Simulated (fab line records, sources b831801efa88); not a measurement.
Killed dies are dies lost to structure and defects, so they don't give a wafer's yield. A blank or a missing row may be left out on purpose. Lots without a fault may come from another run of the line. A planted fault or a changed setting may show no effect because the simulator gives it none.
Chamber matching | flow gf180mcu | GF_V5_CMP_26 on cmp-01: 4 sister chambers
The step polishes, stops on SiO2, t overpolish 15 s, target thk 0 nm. 16 wafers are shown with their chamber, then 8 later ones without.

WAFERS WITH THEIR CHAMBER
wafer  | chamber | motor_current_A (A) | time_to_endpoint_s (s) | overpolish_run_s (s)
L595.1 | 0       | 10.9                | 86                     | 15.002
L595.4 | 1       | 11.1                | 89                     | 14.996
L595.6 | 3       | 10.6                | 86                     | 15.003
L598.3 | 3       | 10.2                | 84                     | 15.001
L598.4 | 2       | 9.1                 | 87                     | 15.008
L598.5 | 1       | 11.0                | 84                     | 14.989
L599.1 | 0       | 10.5                | 76                     | 14.998
L599.5 | 0       | 10.6                | 79                     | 15.005
L599.6 | 1       | 11.1                | 79                     | 15.001
L603.3 | 1       | 11.2                | 86                     | 15.003
L603.5 | 2       | 9.0                 | 87                     | 15.016
L603.6 | 3       | 10.2                | 87                     | 15.004
L605.4 | 1       | 11.7                | 86                     | 15.016
L605.5 | 1       | 11.6                | 87                     | 15.006
L605.6 | 2       | 8.8                 | 88                     | 14.993
L612.2 | 2       | 9.2                 | 93                     | 14.997

SIGNATURES (means of the wafers above)
reading            | chamber 0 | chamber 1 | chamber 2 | chamber 3 | scatter within a chamber
motor_current_A    | 10.667    | 11.283    | 9.025     | 10.333    | 0.243
time_to_endpoint_s | 80.33     | 85.17     | 88.75     | 85.67     | 3.43
overpolish_run_s   | 15.00167  | 15.00183  | 15.00350  | 15.00267  | 0.00805
Rule: a wafer's distance from a chamber is the root of the sum, over the readings, of the square of ((its reading less the chamber's mean) divided by the reading's scatter). The wafer belongs to the nearest chamber; if the next one is less than 2 further off, it can't be placed. The scatter: the root of (the sum of the squares of (reading less its chamber's mean) over the shown wafers, divided by (wafers less chambers)).

WAFERS WITHOUT THEIR CHAMBER
wafer  | motor_current_A (A) | time_to_endpoint_s (s) | overpolish_run_s (s)
L612.5 | 9.1                 | 94                     | 14.997
L612.6 | 11.5                | 90                     | 14.987
L613.1 | 10.8                | 86                     | 15.009
L613.4 | 9.3                 | 89                     | 15.011
L613.5 | 9.0                 | 90                     | 15.023
L615.1 | 10.5                | 91                     | 15.019
L615.3 | 10.5                | 87                     | 15.006
L615.5 | 11.0                | 87                     | 14.997

WHICH CHAMBER EACH WENT THROUGH
wafer  | from the rows above          | in truth
L612.5 | 2                            | 2
L612.6 | 1                            | 1
L613.1 | can't be placed: 0 or 3 or 1 | 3
L613.4 | 2                            | 2
L613.5 | 2                            | 2
L615.1 | can't be placed: 3 or 0 or 1 | 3
L615.3 | can't be placed: 3 or 0      | 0
L615.5 | can't be placed: 1 or 0 or 3 | 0
Placed correctly: 4 of 8. Can't be placed from these rows: 4 (the true chamber is among the candidates in 4). Placed wrongly: 0.
